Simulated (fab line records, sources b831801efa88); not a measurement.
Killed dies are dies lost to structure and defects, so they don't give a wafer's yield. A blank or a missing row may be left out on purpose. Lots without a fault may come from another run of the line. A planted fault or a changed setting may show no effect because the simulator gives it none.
fab line records | flow sky130
record lots=15 wafers=45 last_day=50
route steps=708 shown VIA2@519 CAPM@550
lots that met no fault: from a run of the same line without faults
start_h: hours from the record's first day to the start of the lot's first wafer shown | wait_h: hours since the lot's step before | " the same as in the row above | L1.1+2: a row that stands for several wafers | - no value, or no start given | * or withheld: withheld | < > ~ a bound
route shown NAME@n: a module of which the file shows steps, and the number in the route of the first | usual: mean/standard deviation of fault-free wafers | same: alike in all rows | chamber/n: place in a boat | sites: the reading at each site | _std_site: their standard deviation | _edge_site: outer sites' mean less inner sites' | radius_mm: how far each site lies from the wafer's centre | mask NAME#n: copy n | behind: the tool/chamber that last shaped the wafer | hold: why the lot was held/for how many hours/how that ended | device: the transistor (n, p or np) that didn't switch | end of line: the same wafers' tests at the end of the route | a step without rows: its recipe alone | killed: dies lost to structure and defects at the first sort, not the wafer's yield | map: a wafer's dies, x killed, . not, _ none there
set.NAME: the setting as run; set.NAME@STEP: as run at that earlier step | model.NAME: the simulator's own value behind a step, which no gauge read
steps of the route over a sample of lots; a table a step, a row a wafer
services: from which hour (start_h, from the record's first day; less than 0 if before it) a tool's chamber was out of use, for how many hours, and why
## steps
# step SKY_VIA2_CD_MEAS_12
# recipe target_cd_nm=200
# usual cd_nm=199.9/1.5
# columns lot.wafer tool chamber start_h wait_h cd_nm
L935.2 cd_sem-02 - 856.18 - 199.3
L935.3 " - " " 198.9
L935.4 " - " " 197.7
L937.1 cd_sem-02 - 878.58 - 203.6
L937.2 " - " " 202.6
L937.4 " - " " 202.0
L938.2 cd_sem-01 - 881.70 - 198.4
L938.3 " - " " 198.6
L938.4 " - " " 198.9
L939.2 cd_sem-01 - 894.08 - 197.3
L939.3 " - " " 197.2
L939.6 " - " " 199.2
L940.1 cd_sem-01 - 900.88 - 198.8
L940.4 " - " " 198.2
L940.5 " - " " 199.1
L942.1 cd_sem-01 - 904.63 - 200.2
L942.3 " - " " 200.7
L942.4 " - " " 200.4
L949.2 cd_sem-01 - 954.15 - 201.3
L949.3 " - " " 202.0
L949.6 " - " " 200.6
L950.1 cd_sem-01 - 961.41 - 200.9
L950.2 " - " " 201.7
L950.5 " - " " 201.6
L951.1 cd_sem-01 - 970.08 - 200.1
L951.3 " - " " 200.9
L951.6 " - " " 200.2
L952.2 cd_sem-02 - 977.63 - 201.6
L952.3 " - " " 201.1
L952.6 " - " " 200.6
L953.1 cd_sem-02 - 987.58 - 201.0
L953.4 " - " " 201.9
L953.6 " - " " 201.3
L954.2 cd_sem-02 - 987.90 - 197.9
L954.4 " - " " 199.4
L954.5 " - " " 198.3
L956.2 cd_sem-01 - 1002.80 - 199.5
L956.4 " - " " 198.6
L956.5 " - " " 197.9
L957.3 cd_sem-02 - 1005.86 - 199.2
L957.4 " - " " 199.6
L957.5 " - " " 198.8
L958.1 cd_sem-01 - 1008.63 - 198.7
L958.4 " - " " 200.7
L958.6 " - " " 199.5
# step SKY_VIA2_OVL_MEAS_13
# usual VIA2_OVL=0/5.5
# columns lot.wafer tool chamber start_h wait_h VIA2_OVL[nm]
L935.2 overlay-02 - 856.29 0.1 -4
L935.3 " - " " -4
L935.4 " - " " 3
L937.1 overlay-01 - 878.70 0.1 -8
L937.2 " - " " -6
L937.4 " - " " -4
L938.2 overlay-02 - 881.81 0.1 -7
L938.3 " - " " 1
L938.4 " - " " -4
L939.2 overlay-01 - 894.19 0.1 -2
L939.3 " - " " 0
L939.6 " - " " 5
L940.1 overlay-01 - 901.00 0.1 8
L940.4 " - " " 8
L940.5 " - " " 1
L942.1 overlay-02 - 904.75 0.1 -2
L942.3 " - " " -3
L942.4 " - " " -4
L949.2 overlay-01 - 954.26 0.1 9
L949.3 " - " " -4
L949.6 " - " " -1
L950.1 overlay-01 - 961.53 0.1 1
L950.2 " - " " 3
L950.5 " - " " 1
L951.1 overlay-02 - 970.20 0.1 -7
L951.3 " - " " -8
L951.6 " - " " 0
L952.2 overlay-02 - 977.74 0.1 -10
L952.3 " - " " -3
L952.6 " - " " -8
L953.1 overlay-02 - 987.70 0.1 -4
L953.4 " - " " 0
L953.6 " - " " 4
L954.2 overlay-02 - 988.01 0.1 3
L954.4 " - " " 4
L954.5 " - " " 4
L956.2 overlay-02 - 1002.91 0.1 -10
L956.4 " - " " -7
L956.5 " - " " -10
L957.3 overlay-01 - 1005.95 0.1 0
L957.4 " - " " 2
L957.5 " - " " -6
L958.1 overlay-01 - 1008.75 0.1 -4
L958.4 " - " " -1
L958.6 " - " " -5
# step SKY_VIA2_CVD_21
# recipe material=W target_thk_nm=420 time_s=126.4 temp_c=400 pressure_torr=40
# usual heater_power_w=799/61
# columns lot.wafer tool chamber start_h wait_h heater_power_w
L935.2 cvd_w-01 1 857.08 0.0 868
L935.3 " 0 " " 824
L935.4 " 1 " " 903
L937.1 cvd_w-02 1 879.52 0.0 836
L937.2 " 0 " " 709
L937.4 " 0 " " 697
L938.2 cvd_w-01 1 882.64 0.0 877
L938.3 " 0 " " 814
L938.4 " 1 " " 876
L939.2 cvd_w-01 1 894.99 0.0 875
L939.3 " 0 " " 851
L939.6 " 0 " " 806
L940.1 cvd_w-01 1 901.80 0.0 877
L940.4 " 1 " " 857
L940.5 " 1 " " 888
L942.1 cvd_w-02 1 905.56 0.0 830
L942.3 " 0 " " 689
L942.4 " 1 " " 833
L949.2 cvd_w-01 1 955.04 0.0 822
L949.3 " 1 " " 795
L949.6 " 0 " " 793
L950.1 cvd_w-02 0 962.33 0.0 691
L950.2 " 1 " " 846
L950.5 " 1 " " 859
L951.1 cvd_w-02 1 971.00 0.0 834
L951.3 " 1 " " 829
L951.6 " 1 " " 846
L952.2 cvd_w-02 0 978.53 0.0 686
L952.3 " 0 " " 705
L952.6 " 0 " " 701
L953.1 cvd_w-01 0 988.50 0.0 800
L953.4 " 1 " " 828
L953.6 " 1 " " 819
L954.2 cvd_w-02 1 988.80 0.0 848
L954.4 " 1 " " 849
L954.5 " 1 " " 832
L956.2 cvd_w-01 0 1003.70 0.0 803
L956.4 " 1 " " 813
L956.5 " 0 " " 818
L957.3 cvd_w-01 1 1006.81 0.1 819
L957.4 " 0 " " 798
L957.5 " 0 " " 785
L958.1 cvd_w-02 1 1009.55 0.0 853
L958.4 " 1 " " 832
L958.6 " 0 " " 689
# step SKY_CAPM_METAL_ETCH_13
# recipe target_depth_nm=220 stop_on=SiO2 chemistry=Cl2/BCl3 target=TiN pressure_mtorr=10 icp_w=900 bias_w=48.5 Cl2_flow_sccm=60 bcl3_flow_sccm=30 time_s=62.9
# usual bcl3_flow_sccm=30.00/0.1 bias_w=48.47/0.13 chamber_pressure_mTorr=10.001/0.0085 drypump_motor_current_A=5.6/0.46 oes_product_au=0.940/0.0085 throttle_valve_pct=21.903/0.011
# columns lot.wafer tool chamber start_h wait_h bcl3_flow_sccm bias_w chamber_pressure_mTorr drypump_motor_current_A oes_product_au rf_hours_counter_h throttle_valve_pct
L935.2 rie_metal-04 1 883.60 0.0 29.95 48.57 10.001 5.2 0.926 13 21.913
L935.3 " 0 " " 30.30 48.59 9.988 5.9 0.953 - 21.892
L935.4 " 1 " " 30.05 48.49 10.005 5.2 0.953 - 21.896
L937.1 rie_metal-03 0 905.62 0.0 29.86 48.54 10.015 6.0 0.927 18 21.908
L937.2 " 1 " " 30.08 48.47 10.005 5.0 0.924 12 21.914
L937.4 " 1 " " 30.04 48.50 10.005 5.0 0.939 - 21.897
L938.2 rie_metal-02 1 909.07 0.0 - - - - - - -
L938.3 " 0 " " - - - - - - -
L938.4 " 1 " " - - - - - - -
L939.2 rie_metal-04 1 921.39 0.0 - - - - - - -
L939.3 " 0 " " - - - - - - -
L939.6 " 0 " " - - - - - - -
L940.1 rie_metal-04 1 927.70 0.0 - - - - - - -
L940.4 " 1 " " - - - - - - -
L940.5 " 0 " " - - - - - - -
L942.1 rie_metal-03 1 931.47 0.0 30.10 48.38 9.992 5.0 0.948 14 21.898
L942.3 " 1 " " 30.24 48.40 10.001 5.0 0.943 - 21.905
L942.4 " 0 " " 30.05 48.47 9.998 6.0 0.955 - 21.899
L949.2 rie_metal-04 0 980.59 0.0 30.02 48.27 10.005 5.9 0.941 13 21.905
L949.3 " 1 " " 30.20 48.61 9.990 5.2 0.938 - 21.886
L949.6 " 0 " " 30.22 48.54 9.987 5.9 0.949 - 21.915
L950.1 rie_metal-04 0 987.29 0.0 30.16 48.36 10.004 5.9 0.951 13 21.906
L950.2 " 1 " " 29.80 48.29 10.002 5.1 0.938 17 21.897
L950.5 " 0 " " 30.10 48.34 10.002 5.9 0.943 - 21.907
L951.1 rie_metal-04 1 996.14 0.0 29.90 48.55 10.003 5.2 0.944 18 21.904
L951.3 " 1 " " 30.02 48.71 10.007 5.1 0.946 - 21.905
L951.6 " 0 " " 30.17 48.51 10.003 5.9 0.941 - 21.903
L952.2 rie_metal-03 0 1002.99 0.0 30.02 48.27 9.979 6.0 0.930 4 21.913
L952.3 " 0 " " 30.12 48.30 10.014 6.0 0.954 - 21.895
L952.6 " 1 " " 30.02 48.51 10.001 5.0 0.937 - 21.912
L953.1 rie_metal-02 1 1013.02 0.0 29.92 48.49 9.997 6.3 0.949 19 21.892
L953.4 " 0 " " 30.19 48.38 10.006 5.2 0.935 - 21.905
L953.6 " 1 " " 29.94 48.52 9.989 6.3 0.934 - 21.903
L954.2 rie_metal-04 0 1013.54 0.0 30.11 48.62 10.013 5.9 0.916 15 21.904
L954.4 " 0 " " 30.05 48.36 10.011 5.9 0.920 - 21.910
L954.5 " 0 " " 30.01 48.39 10.010 5.9 0.950 - 21.899
L956.2 rie_metal-02 1 1027.67 0.0 30.08 48.43 9.999 6.3 0.943 20 21.909
L956.4 " 0 " " 29.84 48.42 10.006 5.2 0.928 - 21.891
L956.5 " 0 " " 29.97 48.29 9.992 5.2 0.933 - 21.899
L957.3 rie_metal-03 0 1031.52 0.0 30.09 48.29 10.012 5.9 0.952 - 21.901
L957.4 " 1 " " 30.11 48.56 10.007 5.0 0.930 - 21.916
L957.5 " 0 " " 30.07 48.36 10.005 6.0 0.936 - 21.898
L958.1 rie_metal-02 1 1032.79 0.0 30.10 48.33 9.984 6.3 0.938 21 21.907
L958.4 " 0 " " 30.06 48.47 10.010 5.3 0.935 - 21.918
L958.6 " 0 " " 30.08 48.60 9.998 5.3 0.939 - 21.905
# step SKY_CAPM_STRIP_14
# recipe chemistry=O2/N2 power_w=1400 pressure_mtorr=1500 platen_temp_c=withheld o2_flow_sccm=3000 n2_flow_sccm=300 overash_fraction=0.5
# usual chamber_pressure_mTorr=1500.1/1.4 drypump_motor_current_A=5.6/0.46 n2_flow_sccm=300.1/0.98 oes_product_au=0.710/0.0045 strip_time_to_endpoint_s=12.65/0.049
# columns lot.wafer tool chamber start_h wait_h chamber_pressure_mTorr drypump_motor_current_A n2_flow_sccm oes_product_au rf_hours_counter_h strip_time_to_endpoint_s
L935.2 plasma_asher-04 1 883.70 0.1 1499.7 5.1 302.3 0.710 99 12.61
L935.3 " 1 " " 1498.8 5.2 302.0 0.711 - 12.55
L935.4 " 0 " " 1498.8 5.2 299.8 0.706 - 12.62
L937.1 plasma_asher-02 0 905.69 0.1 1501.7 5.7 300.0 0.705 16 12.55
L937.2 " 1 " " 1499.0 5.4 299.8 0.717 16 12.60
L937.4 " 1 " " 1499.3 5.4 300.4 0.715 - 12.61
L938.2 plasma_asher-04 1 909.14 0.1 1500.2 5.2 299.5 0.712 102 14.16
L938.3 " 1 " " 1500.2 5.2 299.8 0.712 - 14.16
L938.4 " 0 " " 1500.3 5.2 299.6 0.717 - 14.21
L939.2 plasma_asher-03 0 921.47 0.1 1500.5 5.8 301.3 0.713 82 14.13
L939.3 " 1 " " 1500.3 6.8 299.7 0.722 - 14.14
L939.6 " 1 " " 1498.6 6.7 299.6 0.715 - 14.15
L940.1 plasma_asher-04 0 927.78 0.1 1499.8 5.2 300.8 0.720 104 14.19
L940.4 " 0 " " 1501.3 5.2 301.2 0.711 - 14.23
L940.5 " 0 " " 1500.8 5.2 299.2 0.716 - 14.23
L942.1 plasma_asher-03 1 931.54 0.1 1499.7 6.7 300.6 0.715 83 12.65
L942.3 " 1 " " 1501.4 6.7 298.9 0.712 - 12.69
L942.4 " 0 " " 1502.0 5.9 299.1 0.704 - 12.67
L949.2 plasma_asher-02 1 980.67 0.1 1502.1 5.4 299.4 0.708 24 12.59
L949.3 " 0 " " 1498.2 5.7 298.5 0.708 - 12.68
L949.6 " 1 " " 1499.7 5.4 299.5 0.713 - 12.60
L950.1 plasma_asher-04 0 987.37 0.1 1500.2 5.2 300.7 0.712 110 12.67
L950.2 " 1 " " 1503.7 5.2 300.6 0.708 110 12.71
L950.5 " 0 " " 1499.4 5.2 299.5 0.706 - 12.71
L951.1 plasma_asher-03 0 996.22 0.1 1499.5 5.9 299.9 0.712 89 12.65
L951.3 " 0 " " 1497.8 5.8 299.8 0.714 - 12.72
L951.6 " 0 " " 1502.6 5.9 297.2 0.710 - 12.63
L952.2 plasma_asher-02 0 1003.07 0.1 1500.4 5.7 299.9 0.706 26 12.56
L952.3 " 0 " " 1499.6 5.7 300.4 0.700 - 12.60
L952.6 " 0 " " 1501.4 5.7 300.0 0.721 - 12.63
L953.1 plasma_asher-02 1 1013.09 0.1 1502.1 5.4 301.9 0.713 27 12.62
L953.4 " 1 " " 1502.1 5.4 300.1 0.714 - 12.64
L953.6 " 0 " " 1498.0 5.7 301.5 0.705 - 12.60
L954.2 plasma_asher-04 1 1013.62 0.1 1501.0 5.1 299.3 0.702 113 12.66
L954.4 " 1 " " 1499.7 5.2 297.8 0.711 - 12.68
L954.5 " 0 " " 1497.5 5.2 300.0 0.705 - 12.65
L956.2 plasma_asher-04 0 1027.74 0.1 1501.7 5.2 301.5 0.711 114 12.55
L956.4 " 1 " " 1501.7 5.2 300.1 0.707 - 12.59
L956.5 " 0 " " 1502.2 5.2 302.0 0.713 - 12.57
L957.3 plasma_asher-02 1 1031.60 0.1 1495.7 5.4 301.2 0.716 - 12.63
L957.4 " 0 " " 1501.0 5.7 300.3 0.713 - 12.72
L957.5 " 1 " " 1501.3 5.4 300.2 0.702 - 12.64
L958.1 plasma_asher-04 0 1032.87 0.1 1498.1 5.2 300.9 0.710 116 12.53
L958.4 " 1 " " 1501.3 5.2 300.9 0.700 - 12.52
L958.6 " 1 " " 1498.9 5.2 299.6 0.707 - 12.58
## services
# columns tool chamber start_h hours kind
rie_metal-03 1 886.46 3.0 repair
plasma_asher-03 - 887.78 2.8 pm
plasma_asher-03 - 896.73 1.9 repair
cvd_w-01 - 904.00 14.0 pm
cvd_w-01 0 904.00 14.0 vent_cycle
cvd_w-01 1 904.00 14.0 vent_cycle
rie_metal-03 0 913.25 - clean
rie_metal-03 0 913.25 17.9 scheduled_down
rie_metal-03 0 913.25 17.9 vent_cycle
cvd_w-01 0 918.00 - clean
cvd_w-01 1 918.00 - clean
plasma_asher-02 - 996.57 1.5 repair
plasma_asher-03 - 1012.27 28.1 pm
rie_metal-04 - 1026.06 14.6 pm
## key
first_sign step=SKY_CAPM_METAL_ETCH_13 reading=tool_record direction=missing
effect step=SKY_CAPM_STRIP_14 reading=strip_time_to_endpoint_s direction=up sigmas=31 usual=* struck=*
met_at SKY_CAPM_METAL_ETCH_13
struck_lots L938,L939,L940
later_rows_left_out L938.2,L938.3,L938.4,L939.2,L939.3,L939.6,L940.1,L940.4,L940.5
sort_left_out L938.2,L938.3,L938.4,L939.2,L939.3,L939.6,L940.1,L940.4,L940.5
not_acting_at SKY_VIA2_CD_MEAS_12,SKY_VIA2_OVL_MEAS_13,SKY_VIA2_CVD_21
onset_between 883.60 909.07
fault kind=skipped_step_whole tool=rie_metal-02,rie_metal-04 chamber=- onset_h=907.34 steps=SKY_CAPM_METAL_ETCH_13 scope=struck_lots_only
# sort_left_out: the simulated sort isn't trusted on such a fault, so these wafers' sort isn't shown, and their yield isn't known
# later_rows_left_out: the simulator's readings of these wafers behind a module that went badly wrong aren't trusted and aren't shown, but for the sort
